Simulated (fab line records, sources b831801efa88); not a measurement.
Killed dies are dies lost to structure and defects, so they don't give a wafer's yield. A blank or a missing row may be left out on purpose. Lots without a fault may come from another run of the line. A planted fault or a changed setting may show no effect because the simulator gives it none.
Chamber matching | flow sky130 | SKY_CONTACT_ETCH_17 on rie_diel-01: 4 sister chambers
The step etches SiO2 in C4F8/O2/Ar, stops on Si3N4, target depth 340 nm. 4 wafers are shown with their chamber, then 7 later ones without.

WAFERS WITH THEIR CHAMBER
wafer  | chamber | oes_product_au (a.u.)
L522.3 | 0       | 0.898
L523.3 | 1       | 0.899
L528.1 | 3       | 0.893
L528.2 | 2       | 0.892

WAFERS WITHOUT THEIR CHAMBER
wafer  | oes_product_au (a.u.)
L528.3 | 0.898
L538.1 | 0.892
L538.3 | 0.884
L538.6 | 0.884
L540.1 | 0.896
L540.2 | 0.892
L540.4 | 0.892

WHICH CHAMBER EACH WENT THROUGH
wafer  | from the rows above               | in truth
L528.3 | can't be placed: 0 or 1 or 3 or 2 | 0
L538.1 | can't be placed: 2 or 3 or 0 or 1 | 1
L538.3 | can't be placed: 2 or 3 or 0 or 1 | 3
L538.6 | can't be placed: 2 or 3 or 0 or 1 | 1
L540.1 | can't be placed: 0 or 1 or 3 or 2 | 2
L540.2 | can't be placed: 2 or 3 or 0 or 1 | 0
L540.4 | can't be placed: 2 or 3 or 0 or 1 | 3
Placed correctly: 0 of 7. Can't be placed from these rows: 7 (the true chamber is among the candidates in 7). Placed wrongly: 0.
How it was worked out, from the rows above alone: a wafer's distance from a chamber is the root of the sum, over the readings, of the square of ((its reading less the chamber's mean) divided by the reading's scatter). The wafer belongs to the nearest chamber; if the next one is less than 2 further off, it can't be placed. A chamber's mean is the mean of its shown wafers. The scatter: with one shown wafer a chamber, the root of the mean of the squares of how far each hidden wafer lies from its nearest shown one.
